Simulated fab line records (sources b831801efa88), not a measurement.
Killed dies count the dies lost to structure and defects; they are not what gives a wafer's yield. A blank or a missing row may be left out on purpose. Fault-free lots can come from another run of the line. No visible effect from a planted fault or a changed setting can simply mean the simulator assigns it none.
The tool behind it: which one? :: flow sky130 :: 24 lots with 72 wafers sampled at 6 steps, on a route of 708 steps

== WHAT THE GAUGES READ, wafer by wafer ==
SKY_VIA2_RS_MEAS_22: measurement is done with a four-point probe.
lot: L074
measured: day 36 06:05
on: film_metro-04
VIA2_W_RS (ohm/sq): 0.278 0.273 0.281

lot: L075
measured: day 36 10:35
on: film_metro-01
VIA2_W_RS (ohm/sq): 0.270 0.270 0.274

lot: L076
measured: day 36 19:35
on: film_metro-04
VIA2_W_RS (ohm/sq): 0.277 0.275 0.279

lot: L077
measured: day 37 02:02
on: film_metro-03
VIA2_W_RS (ohm/sq): 0.272 0.272 0.280

lot: L078
measured: day 37 11:56
on: film_metro-01
VIA2_W_RS (ohm/sq): 0.277 0.281 0.277

lot: L079
measured: day 37 22:53
on: film_metro-03
VIA2_W_RS (ohm/sq): 0.279 0.282 0.278

lot: L080
measured: day 38 01:02
on: film_metro-03
VIA2_W_RS (ohm/sq): 0.282 0.273 0.280

lot: L081
measured: day 38 13:41
on: film_metro-03
VIA2_W_RS (ohm/sq): 0.279 0.276 0.280

lot: L082
measured: day 39 04:13
on: film_metro-04
VIA2_W_RS (ohm/sq): 0.280 0.283 0.275

lot: L083
measured: day 39 07:29
on: film_metro-03
VIA2_W_RS (ohm/sq): 0.273 0.276 0.272

lot: L084
measured: day 39 14:38
on: film_metro-03
VIA2_W_RS (ohm/sq): 0.281 0.281 0.278

lot: L085
measured: day 39 17:22
on: film_metro-04
VIA2_W_RS (ohm/sq): 0.278 0.274 0.270

lot: L086
measured: day 40 04:39
on: film_metro-04
VIA2_W_RS (ohm/sq): 0.272 0.270 0.272

lot: L087
measured: day 40 11:21
on: film_metro-01
VIA2_W_RS (ohm/sq): 0.283 0.279 0.282

lot: L088
measured: day 40 13:22
on: film_metro-04
VIA2_W_RS (ohm/sq): 0.271 0.277 0.276

lot: L089
measured: day 41 02:12
on: film_metro-04
VIA2_W_RS (ohm/sq): 0.270 0.276 0.277

lot: L090
measured: day 41 06:41
on: film_metro-04
VIA2_W_RS (ohm/sq): 0.273 0.276 0.281

lot: L091
measured: day 41 14:11
on: film_metro-03
VIA2_W_RS (ohm/sq): 0.277 0.277 0.274

lot: L092
measured: day 41 17:16
on: film_metro-03
VIA2_W_RS (ohm/sq): 0.277 0.283 0.278

lot: L094
measured: day 42 10:47
on: film_metro-04
VIA2_W_RS (ohm/sq): 0.277 0.280 0.277

lot: L093
measured: day 42 13:10
on: film_metro-01
VIA2_W_RS (ohm/sq): 0.274 0.276 0.272

lot: L095
measured: day 42 14:27
on: film_metro-03
VIA2_W_RS (ohm/sq): 0.280 0.272 0.278

lot: L096
measured: day 42 19:59
on: film_metro-01
VIA2_W_RS (ohm/sq): 0.280 0.278 0.283

lot: L097
measured: day 43 01:26
on: film_metro-04
VIA2_W_RS (ohm/sq): 0.278 0.272 0.277

== EACH LOT AND THE TOOL THAT RAN IT (in order: tool; ch and the chambers of the sampled wafers; start) ==
lot: L074
SKY_GATE_OXIDE_STRIP_13: plasma_asher-01 ch 0,1, day 13 18:08
SKY_METAL2_SPUTTER_02: pvd_sputter-01, day 33 22:14
SKY_METAL2_SPUTTER_03: pvd_sputter-01, day 33 22:16
SKY_METAL2_SPUTTER_04: pvd_sputter-01, day 33 22:17
SKY_VIA2_STRIP_16: plasma_asher-01 ch 0,1, day 36 05:16

lot: L075
SKY_GATE_OXIDE_STRIP_13: plasma_asher-01 ch 1, day 14 03:56
SKY_METAL2_SPUTTER_02: pvd_sputter-01, day 34 02:44
SKY_METAL2_SPUTTER_03: pvd_sputter-01, day 34 02:46
SKY_METAL2_SPUTTER_04: pvd_sputter-01, day 34 02:47
SKY_VIA2_STRIP_16: plasma_asher-01 ch 0,1, day 36 09:45

lot: L076
SKY_GATE_OXIDE_STRIP_13: plasma_asher-04 ch 0,1, day 14 07:18
SKY_METAL2_SPUTTER_02: pvd_sputter-01, day 34 11:10
SKY_METAL2_SPUTTER_03: pvd_sputter-01, day 34 11:12
SKY_METAL2_SPUTTER_04: pvd_sputter-01, day 34 11:13
SKY_VIA2_STRIP_16: plasma_asher-02 ch 0,1, day 36 18:48

lot: L077
SKY_GATE_OXIDE_STRIP_13: plasma_asher-04 ch 0,1, day 14 20:05
SKY_METAL2_SPUTTER_02: pvd_sputter-01, day 34 19:07
SKY_METAL2_SPUTTER_03: pvd_sputter-01, day 34 19:09
SKY_METAL2_SPUTTER_04: pvd_sputter-01, day 34 19:10
SKY_VIA2_STRIP_16: plasma_asher-03 ch 0,1, day 37 01:13

lot: L078
SKY_GATE_OXIDE_STRIP_13: plasma_asher-03 ch 0,1, day 15 03:04
SKY_METAL2_SPUTTER_02: pvd_sputter-04, day 35 05:29
SKY_METAL2_SPUTTER_03: pvd_sputter-04, day 35 05:31
SKY_METAL2_SPUTTER_04: pvd_sputter-04, day 35 05:32
SKY_VIA2_STRIP_16: plasma_asher-02 ch 0,1, day 37 11:08

lot: L079
SKY_GATE_OXIDE_STRIP_13: plasma_asher-01 ch 0,1, day 15 11:39
SKY_METAL2_SPUTTER_02: pvd_sputter-01, day 35 16:23
SKY_METAL2_SPUTTER_03: pvd_sputter-01, day 35 16:25
SKY_METAL2_SPUTTER_04: pvd_sputter-01, day 35 16:26
SKY_VIA2_STRIP_16: plasma_asher-01 ch 0,1, day 37 22:02

lot: L080
SKY_GATE_OXIDE_STRIP_13: plasma_asher-03 ch 0,1, day 15 18:29
SKY_METAL2_SPUTTER_02: pvd_sputter-03, day 35 17:19
SKY_METAL2_SPUTTER_03: pvd_sputter-03, day 35 17:20
SKY_METAL2_SPUTTER_04: pvd_sputter-03, day 35 17:21
SKY_VIA2_STRIP_16: plasma_asher-01 ch 0,1, day 38 00:13

lot: L081
SKY_GATE_OXIDE_STRIP_13: plasma_asher-04 ch 0,1, day 16 06:59
SKY_METAL2_SPUTTER_02: pvd_sputter-04, day 36 07:27
SKY_METAL2_SPUTTER_03: pvd_sputter-04, day 36 07:28
SKY_METAL2_SPUTTER_04: pvd_sputter-04, day 36 07:29
SKY_VIA2_STRIP_16: plasma_asher-03 ch 0,1, day 38 12:52

lot: L082
SKY_GATE_OXIDE_STRIP_13: plasma_asher-01 ch 1, day 16 22:54
SKY_METAL2_SPUTTER_02: pvd_sputter-01, day 36 21:22
SKY_METAL2_SPUTTER_03: pvd_sputter-01, day 36 21:23
SKY_METAL2_SPUTTER_04: pvd_sputter-01, day 36 21:24
SKY_VIA2_STRIP_16: plasma_asher-03 ch 0, day 39 03:24

lot: L083
SKY_GATE_OXIDE_STRIP_13: plasma_asher-04 ch 0,1, day 17 03:06
SKY_METAL2_SPUTTER_02: pvd_sputter-01, day 37 01:25
SKY_METAL2_SPUTTER_03: pvd_sputter-01, day 37 01:26
SKY_METAL2_SPUTTER_04: pvd_sputter-01, day 37 01:27
SKY_VIA2_STRIP_16: plasma_asher-02 ch 0, day 39 06:40

lot: L084
SKY_GATE_OXIDE_STRIP_13: plasma_asher-01 ch 0, day 17 06:42
SKY_METAL2_SPUTTER_02: pvd_sputter-03, day 37 09:07
SKY_METAL2_SPUTTER_03: pvd_sputter-03, day 37 09:08
SKY_METAL2_SPUTTER_04: pvd_sputter-03, day 37 09:10
SKY_VIA2_STRIP_16: plasma_asher-02 ch 1, day 39 13:50

lot: L085
SKY_GATE_OXIDE_STRIP_13: plasma_asher-03 ch 0,1, day 17 12:50
SKY_METAL2_SPUTTER_02: pvd_sputter-03, day 37 12:10
SKY_METAL2_SPUTTER_03: pvd_sputter-03, day 37 12:11
SKY_METAL2_SPUTTER_04: pvd_sputter-03, day 37 12:12
SKY_VIA2_STRIP_16: plasma_asher-03 ch 0,1, day 39 16:35

lot: L086
SKY_GATE_OXIDE_STRIP_13: plasma_asher-03 ch 0,1, day 18 03:23
SKY_METAL2_SPUTTER_02: pvd_sputter-01, day 37 23:40
SKY_METAL2_SPUTTER_03: pvd_sputter-01, day 37 23:41
SKY_METAL2_SPUTTER_04: pvd_sputter-01, day 37 23:42
SKY_VIA2_STRIP_16: plasma_asher-03 ch 0,1, day 40 03:50

lot: L087
SKY_GATE_OXIDE_STRIP_13: plasma_asher-01 ch 0,1, day 18 15:49
SKY_METAL2_SPUTTER_02: pvd_sputter-01, day 38 07:46
SKY_METAL2_SPUTTER_03: pvd_sputter-01, day 38 07:47
SKY_METAL2_SPUTTER_04: pvd_sputter-01, day 38 07:49
SKY_VIA2_STRIP_16: plasma_asher-02 ch 0,1, day 40 10:31

lot: L088
SKY_GATE_OXIDE_STRIP_13: plasma_asher-01 ch 0,1, day 18 16:08
SKY_METAL2_SPUTTER_02: pvd_sputter-01, day 38 09:19
SKY_METAL2_SPUTTER_03: pvd_sputter-01, day 38 09:20
SKY_METAL2_SPUTTER_04: pvd_sputter-01, day 38 09:22
SKY_VIA2_STRIP_16: plasma_asher-02 ch 0,1, day 40 12:35

lot: L089
SKY_GATE_OXIDE_STRIP_13: plasma_asher-04 ch 0,1, day 19 10:11
SKY_METAL2_SPUTTER_02: pvd_sputter-03, day 38 22:50
SKY_METAL2_SPUTTER_03: pvd_sputter-03, day 38 22:52
SKY_METAL2_SPUTTER_04: pvd_sputter-03, day 38 22:53
SKY_VIA2_STRIP_16: plasma_asher-02 ch 0,1, day 41 01:24

lot: L090
SKY_GATE_OXIDE_STRIP_13: plasma_asher-01 ch 0,1, day 19 13:44
SKY_METAL2_SPUTTER_02: pvd_sputter-04, day 39 03:32
SKY_METAL2_SPUTTER_03: pvd_sputter-04, day 39 03:34
SKY_METAL2_SPUTTER_04: pvd_sputter-04, day 39 03:35
SKY_VIA2_STRIP_16: plasma_asher-01 ch 0,1, day 41 05:52

lot: L091
SKY_GATE_OXIDE_STRIP_13: plasma_asher-04 ch 0,1, day 20 00:11
SKY_METAL2_SPUTTER_02: pvd_sputter-04, day 39 11:12
SKY_METAL2_SPUTTER_03: pvd_sputter-04, day 39 11:14
SKY_METAL2_SPUTTER_04: pvd_sputter-04, day 39 11:15
SKY_VIA2_STRIP_16: plasma_asher-02 ch 0,1, day 41 13:21

lot: L092
SKY_GATE_OXIDE_STRIP_13: plasma_asher-04 ch 0,1, day 20 00:36
SKY_METAL2_SPUTTER_02: pvd_sputter-01, day 39 13:01
SKY_METAL2_SPUTTER_03: pvd_sputter-01, day 39 13:02
SKY_METAL2_SPUTTER_04: pvd_sputter-01, day 39 13:03
SKY_VIA2_STRIP_16: plasma_asher-01 ch 0,1, day 41 16:29

lot: L094
SKY_GATE_OXIDE_STRIP_13: plasma_asher-01 ch 0,1, day 21 05:33
SKY_METAL2_SPUTTER_02: pvd_sputter-04, day 40 08:25
SKY_METAL2_SPUTTER_03: pvd_sputter-04, day 40 08:26
SKY_METAL2_SPUTTER_04: pvd_sputter-04, day 40 08:28
SKY_VIA2_STRIP_16: plasma_asher-03 ch 0,1, day 42 09:59

lot: L093
SKY_GATE_OXIDE_STRIP_13: plasma_asher-03 ch 0,1, day 21 07:01
SKY_METAL2_SPUTTER_02: pvd_sputter-01, day 40 11:26
SKY_METAL2_SPUTTER_03: pvd_sputter-01, day 40 11:28
SKY_METAL2_SPUTTER_04: pvd_sputter-01, day 40 11:29
SKY_VIA2_STRIP_16: plasma_asher-03 ch 0,1, day 42 12:22

lot: L095
SKY_GATE_OXIDE_STRIP_13: plasma_asher-03 ch 0,1, day 21 07:35
SKY_METAL2_SPUTTER_02: pvd_sputter-03, day 40 12:08
SKY_METAL2_SPUTTER_03: pvd_sputter-03, day 40 12:10
SKY_METAL2_SPUTTER_04: pvd_sputter-03, day 40 12:11
SKY_VIA2_STRIP_16: plasma_asher-03 ch 0,1, day 42 13:40

lot: L096
SKY_GATE_OXIDE_STRIP_13: plasma_asher-04 ch 0,1, day 21 17:20
SKY_METAL2_SPUTTER_02: pvd_sputter-01, day 40 17:44
SKY_METAL2_SPUTTER_03: pvd_sputter-01, day 40 17:46
SKY_METAL2_SPUTTER_04: pvd_sputter-01, day 40 17:47
SKY_VIA2_STRIP_16: plasma_asher-01 ch 0,1, day 42 19:08

lot: L097
SKY_GATE_OXIDE_STRIP_13: plasma_asher-04 ch 0,1, day 21 20:58
SKY_METAL2_SPUTTER_02: pvd_sputter-03, day 40 22:58
SKY_METAL2_SPUTTER_03: pvd_sputter-03, day 40 22:59
SKY_METAL2_SPUTTER_04: pvd_sputter-03, day 40 23:00
SKY_VIA2_STRIP_16: plasma_asher-03 ch 0,1, day 43 00:38
- SKY_GATE_OXIDE_STRIP_13: strips in O2/N2.
- SKY_METAL2_SPUTTER_02: material AlCu, target thk 250 nm, time 13.3 s.
- SKY_METAL2_SPUTTER_03: material Ti, target thk 5 nm, time 3.3 s.
- SKY_METAL2_SPUTTER_04: material TiN, target thk 70 nm, time 58.3 s.
- SKY_VIA2_STRIP_16: strips in O2/N2.

== AS READ BY THE TOOLS THEMSELVES (means over the sampled wafers that have a number; for cases with no such wafer, the mark the record gives instead) ==
SKY_GATE_OXIDE_STRIP_13.
lot: L074
tool: plasma_asher-01
drypump_motor_current_A (A): 5.4
oes_product_au (a.u.): 0.716
strip_time_to_endpoint_s (s): 14.20

lot: L075
tool: plasma_asher-01
drypump_motor_current_A (A): 5.2
oes_product_au (a.u.): 0.716
strip_time_to_endpoint_s (s): 14.13

lot: L076
tool: plasma_asher-04
drypump_motor_current_A (A): 6.1
oes_product_au (a.u.): 0.717
strip_time_to_endpoint_s (s): 14.23

lot: L077
tool: plasma_asher-04
drypump_motor_current_A (A): 6.1
oes_product_au (a.u.): 0.711
strip_time_to_endpoint_s (s): 14.18

lot: L078
tool: plasma_asher-03
drypump_motor_current_A (A): 5.7
oes_product_au (a.u.): 0.717
strip_time_to_endpoint_s (s): 14.21

lot: L079
tool: plasma_asher-01
drypump_motor_current_A (A): 5.6
oes_product_au (a.u.): 0.719
strip_time_to_endpoint_s (s): 14.13

lot: L080
tool: plasma_asher-03
drypump_motor_current_A (A): 5.7
oes_product_au (a.u.): 0.712
strip_time_to_endpoint_s (s): 14.14

lot: L081
tool: plasma_asher-04
drypump_motor_current_A (A): 6.2
oes_product_au (a.u.): 0.716
strip_time_to_endpoint_s (s): 14.19

lot: L082
tool: plasma_asher-01
drypump_motor_current_A (A): 5.2
oes_product_au (a.u.): 0.714
strip_time_to_endpoint_s (s): 14.20

lot: L083
tool: plasma_asher-04
drypump_motor_current_A (A): 6.1
oes_product_au (a.u.): 0.714
strip_time_to_endpoint_s (s): 14.10

lot: L084
tool: plasma_asher-01
drypump_motor_current_A (A): 5.8
oes_product_au (a.u.): 0.717
strip_time_to_endpoint_s (s): 14.18

lot: L085
tool: plasma_asher-03
drypump_motor_current_A (A): 5.9
oes_product_au (a.u.): 0.715
strip_time_to_endpoint_s (s): 14.14

lot: L086
tool: plasma_asher-03
drypump_motor_current_A (A): 5.9
oes_product_au (a.u.): 0.715
strip_time_to_endpoint_s (s): 14.12

lot: L087
tool: plasma_asher-01
drypump_motor_current_A (A): 5.6
oes_product_au (a.u.): 0.717
strip_time_to_endpoint_s (s): 14.20

lot: L088
tool: plasma_asher-01
drypump_motor_current_A (A): 5.4
oes_product_au (a.u.): 0.713
strip_time_to_endpoint_s (s): 14.16

lot: L089
tool: plasma_asher-04
drypump_motor_current_A (A): 6.0
oes_product_au (a.u.): 0.719
strip_time_to_endpoint_s (s): 14.21

lot: L090
tool: plasma_asher-01
drypump_motor_current_A (A): 5.4
oes_product_au (a.u.): 0.713
strip_time_to_endpoint_s (s): 14.20

lot: L091
tool: plasma_asher-04
drypump_motor_current_A (A): 6.0
oes_product_au (a.u.): 0.717
strip_time_to_endpoint_s (s): 14.14

lot: L092
tool: plasma_asher-04
drypump_motor_current_A (A): 6.1
oes_product_au (a.u.): 0.718
strip_time_to_endpoint_s (s): 14.23

lot: L094
tool: plasma_asher-01
drypump_motor_current_A (A): 5.3
oes_product_au (a.u.): 0.715
strip_time_to_endpoint_s (s): 14.24

lot: L093
tool: plasma_asher-03
drypump_motor_current_A (A): 5.7
oes_product_au (a.u.): 0.715
strip_time_to_endpoint_s (s): 14.21

lot: L095
tool: plasma_asher-03
drypump_motor_current_A (A): 5.9
oes_product_au (a.u.): 0.715
strip_time_to_endpoint_s (s): 14.20

lot: L096
tool: plasma_asher-04
drypump_motor_current_A (A): 6.0
oes_product_au (a.u.): 0.719
strip_time_to_endpoint_s (s): 14.17

lot: L097
tool: plasma_asher-04
drypump_motor_current_A (A): 6.0
oes_product_au (a.u.): 0.715
strip_time_to_endpoint_s (s): 14.19

SKY_METAL2_SPUTTER_02.
lot: L074
tool: pvd_sputter-01
throttle_valve_pct (%): 30.3

lot: L075
tool: pvd_sputter-01
throttle_valve_pct (%): 30.6

lot: L076
tool: pvd_sputter-01
throttle_valve_pct (%): 30.2

lot: L077
tool: pvd_sputter-01
throttle_valve_pct (%): 30.1

lot: L078
tool: pvd_sputter-04
throttle_valve_pct (%): 29.5

lot: L079
tool: pvd_sputter-01
throttle_valve_pct (%): 30.3

lot: L080
tool: pvd_sputter-03
throttle_valve_pct (%): 30.5

lot: L081
tool: pvd_sputter-04
throttle_valve_pct (%): 30.5

lot: L082
tool: pvd_sputter-01
throttle_valve_pct (%): 29.9

lot: L083
tool: pvd_sputter-01
throttle_valve_pct (%): 30.5

lot: L084
tool: pvd_sputter-03
throttle_valve_pct (%): 30.6

lot: L085
tool: pvd_sputter-03
throttle_valve_pct (%): 30.5

lot: L086
tool: pvd_sputter-01
throttle_valve_pct (%): 30.0

lot: L087
tool: pvd_sputter-01
throttle_valve_pct (%): 30.6

lot: L088
tool: pvd_sputter-01
throttle_valve_pct (%): 30.1

lot: L089
tool: pvd_sputter-03
throttle_valve_pct (%): 30.5

lot: L090
tool: pvd_sputter-04
throttle_valve_pct (%): 30.0

lot: L091
tool: pvd_sputter-04
throttle_valve_pct (%): 30.1

lot: L092
tool: pvd_sputter-01
throttle_valve_pct (%): 29.9

lot: L094
tool: pvd_sputter-04
throttle_valve_pct (%): 29.9

lot: L093
tool: pvd_sputter-01
throttle_valve_pct (%): 30.1

lot: L095
tool: pvd_sputter-03
throttle_valve_pct (%): 30.5

lot: L096
tool: pvd_sputter-01
throttle_valve_pct (%): 30.2

lot: L097
tool: pvd_sputter-03
throttle_valve_pct (%): 30.3

SKY_METAL2_SPUTTER_03.
lot: L074
tool: pvd_sputter-01
throttle_valve_pct (%): 30.5

lot: L075
tool: pvd_sputter-01
throttle_valve_pct (%): 30.5

lot: L076
tool: pvd_sputter-01
throttle_valve_pct (%): 30.3

lot: L077
tool: pvd_sputter-01
throttle_valve_pct (%): 30.3

lot: L078
tool: pvd_sputter-04
throttle_valve_pct (%): 29.7

lot: L079
tool: pvd_sputter-01
throttle_valve_pct (%): 30.4

lot: L080
tool: pvd_sputter-03
throttle_valve_pct (%): 30.3

lot: L081
tool: pvd_sputter-04
throttle_valve_pct (%): 30.6

lot: L082
tool: pvd_sputter-01
throttle_valve_pct (%): 30.2

lot: L083
tool: pvd_sputter-01
throttle_valve_pct (%): 30.4

lot: L084
tool: pvd_sputter-03
throttle_valve_pct (%): 30.6

lot: L085
tool: pvd_sputter-03
throttle_valve_pct (%): 30.5

lot: L086
tool: pvd_sputter-01
throttle_valve_pct (%): 29.9

lot: L087
tool: pvd_sputter-01
throttle_valve_pct (%): 30.5

lot: L088
tool: pvd_sputter-01
throttle_valve_pct (%): 30.0

lot: L089
tool: pvd_sputter-03
throttle_valve_pct (%): 30.5

lot: L090
tool: pvd_sputter-04
throttle_valve_pct (%): 30.2

lot: L091
tool: pvd_sputter-04
throttle_valve_pct (%): 30.1

lot: L092
tool: pvd_sputter-01
throttle_valve_pct (%): 30.0

lot: L094
tool: pvd_sputter-04
throttle_valve_pct (%): 30.1

lot: L093
tool: pvd_sputter-01
throttle_valve_pct (%): 30.3

lot: L095
tool: pvd_sputter-03
throttle_valve_pct (%): 30.6

lot: L096
tool: pvd_sputter-01
throttle_valve_pct (%): 30.2

lot: L097
tool: pvd_sputter-03
throttle_valve_pct (%): 30.2

SKY_METAL2_SPUTTER_04.
lot: L074
tool: pvd_sputter-01
throttle_valve_pct (%): 30.4

lot: L075
tool: pvd_sputter-01
throttle_valve_pct (%): 30.6

lot: L076
tool: pvd_sputter-01
throttle_valve_pct (%): 30.2

lot: L077
tool: pvd_sputter-01
throttle_valve_pct (%): 30.4

lot: L078
tool: pvd_sputter-04
throttle_valve_pct (%): 29.6

lot: L079
tool: pvd_sputter-01
throttle_valve_pct (%): 30.4

lot: L080
tool: pvd_sputter-03
throttle_valve_pct (%): 30.5

lot: L081
tool: pvd_sputter-04
throttle_valve_pct (%): 30.6

lot: L082
tool: pvd_sputter-01
throttle_valve_pct (%): 30.0

lot: L083
tool: pvd_sputter-01
throttle_valve_pct (%): 30.6

lot: L084
tool: pvd_sputter-03
throttle_valve_pct (%): 30.6

lot: L085
tool: pvd_sputter-03
throttle_valve_pct (%): 30.6

lot: L086
tool: pvd_sputter-01
throttle_valve_pct (%): 30.1

lot: L087
tool: pvd_sputter-01
throttle_valve_pct (%): 30.5

lot: L088
tool: pvd_sputter-01
throttle_valve_pct (%): 29.9

lot: L089
tool: pvd_sputter-03
throttle_valve_pct (%): 30.3

lot: L090
tool: pvd_sputter-04
throttle_valve_pct (%): 29.9

lot: L091
tool: pvd_sputter-04
throttle_valve_pct (%): 30.0

lot: L092
tool: pvd_sputter-01
throttle_valve_pct (%): 29.9

lot: L094
tool: pvd_sputter-04
throttle_valve_pct (%): 30.0

lot: L093
tool: pvd_sputter-01
throttle_valve_pct (%): 30.2

lot: L095
tool: pvd_sputter-03
throttle_valve_pct (%): 30.4

lot: L096
tool: pvd_sputter-01
throttle_valve_pct (%): 30.2

lot: L097
tool: pvd_sputter-03
throttle_valve_pct (%): 30.3

SKY_VIA2_STRIP_16.
lot: L074
tool: plasma_asher-01
drypump_motor_current_A (A): 5.6
oes_product_au (a.u.): 0.400
strip_time_to_endpoint_s (s): 4.080

lot: L075
tool: plasma_asher-01
drypump_motor_current_A (A): 5.4
oes_product_au (a.u.): 0.397
strip_time_to_endpoint_s (s): 4.056

lot: L076
tool: plasma_asher-02
drypump_motor_current_A (A): 6.0
oes_product_au (a.u.): 0.405
strip_time_to_endpoint_s (s): 4.053

lot: L077
tool: plasma_asher-03
drypump_motor_current_A (A): 5.7
oes_product_au (a.u.): 0.395
strip_time_to_endpoint_s (s): 4.041

lot: L078
tool: plasma_asher-02
drypump_motor_current_A (A): 5.9
oes_product_au (a.u.): 0.400
strip_time_to_endpoint_s (s): 4.075

lot: L079
tool: plasma_asher-01
drypump_motor_current_A (A): 5.6
oes_product_au (a.u.): 0.401
strip_time_to_endpoint_s (s): 4.039

lot: L080
tool: plasma_asher-01
drypump_motor_current_A (A): 5.6
oes_product_au (a.u.): 0.398
strip_time_to_endpoint_s (s): 4.124

lot: L081
tool: plasma_asher-03
drypump_motor_current_A (A): 5.7
oes_product_au (a.u.): 0.397
strip_time_to_endpoint_s (s): 4.017

lot: L082
tool: plasma_asher-03
drypump_motor_current_A (A): 5.6
oes_product_au (a.u.): 0.396
strip_time_to_endpoint_s (s): 4.062

lot: L083
tool: plasma_asher-02
drypump_motor_current_A (A): 5.5
oes_product_au (a.u.): 0.400
strip_time_to_endpoint_s (s): 4.033

lot: L084
tool: plasma_asher-02
drypump_motor_current_A (A): 6.2
oes_product_au (a.u.): 0.398
strip_time_to_endpoint_s (s): 4.060

lot: L085
tool: plasma_asher-03
drypump_motor_current_A (A): 5.9
oes_product_au (a.u.): 0.397
strip_time_to_endpoint_s (s): 4.041

lot: L086
tool: plasma_asher-03
drypump_motor_current_A (A): 5.8
oes_product_au (a.u.): 0.395
strip_time_to_endpoint_s (s): 4.081

lot: L087
tool: plasma_asher-02
drypump_motor_current_A (A): 5.9
oes_product_au (a.u.): 0.400
strip_time_to_endpoint_s (s): 4.093

lot: L088
tool: plasma_asher-02
drypump_motor_current_A (A): 5.9
oes_product_au (a.u.): 0.400
strip_time_to_endpoint_s (s): 4.074

lot: L089
tool: plasma_asher-02
drypump_motor_current_A (A): 5.7
oes_product_au (a.u.): 0.403
strip_time_to_endpoint_s (s): 4.095

lot: L090
tool: plasma_asher-01
drypump_motor_current_A (A): 5.3
oes_product_au (a.u.): 0.398
strip_time_to_endpoint_s (s): 4.034

lot: L091
tool: plasma_asher-02
drypump_motor_current_A (A): 5.7
oes_product_au (a.u.): 0.398
strip_time_to_endpoint_s (s): 4.083

lot: L092
tool: plasma_asher-01
drypump_motor_current_A (A): 5.6
oes_product_au (a.u.): 0.396
strip_time_to_endpoint_s (s): 4.036

lot: L094
tool: plasma_asher-03
drypump_motor_current_A (A): 5.7
oes_product_au (a.u.): 0.401
strip_time_to_endpoint_s (s): 4.042

lot: L093
tool: plasma_asher-03
drypump_motor_current_A (A): 5.7
oes_product_au (a.u.): 0.401
strip_time_to_endpoint_s (s): 4.093

lot: L095
tool: plasma_asher-03
drypump_motor_current_A (A): 5.7
oes_product_au (a.u.): 0.400
strip_time_to_endpoint_s (s): 4.089

lot: L096
tool: plasma_asher-01
drypump_motor_current_A (A): 5.6
oes_product_au (a.u.): 0.395
strip_time_to_endpoint_s (s): 4.049

lot: L097
tool: plasma_asher-03
drypump_motor_current_A (A): 5.7
oes_product_au (a.u.): 0.399
strip_time_to_endpoint_s (s): 4.059

== THE ANSWER, worked out from the rows above alone ==
Rule: the usual values come from the lots themselves. The widest of any qualifying gaps counts: lots, ordered by their means at a reading, are off when they make up no more than a third of the lots, leave a main group of 4 or more, and stand apart from it by 3 or more times the standard deviation of that group's means. The tables above print the reading to a certain number of digits; a main group whose means all agree to those digits is not used. A lot without any number at a reading at which 4 lots or more have one is off too. The other lots that the step has rows for count as sound. First the gauges in route order, then the tools' own readings, where a lot's mean is used as printed above. The first step at which some lot is off is used, and at that step the reading that is off furthest; a lot without a number counts as furthest.
No lot is off on any of the readings shown, so nothing can be concluded from this.

== WHAT THE SIMULATOR PUT IN ==
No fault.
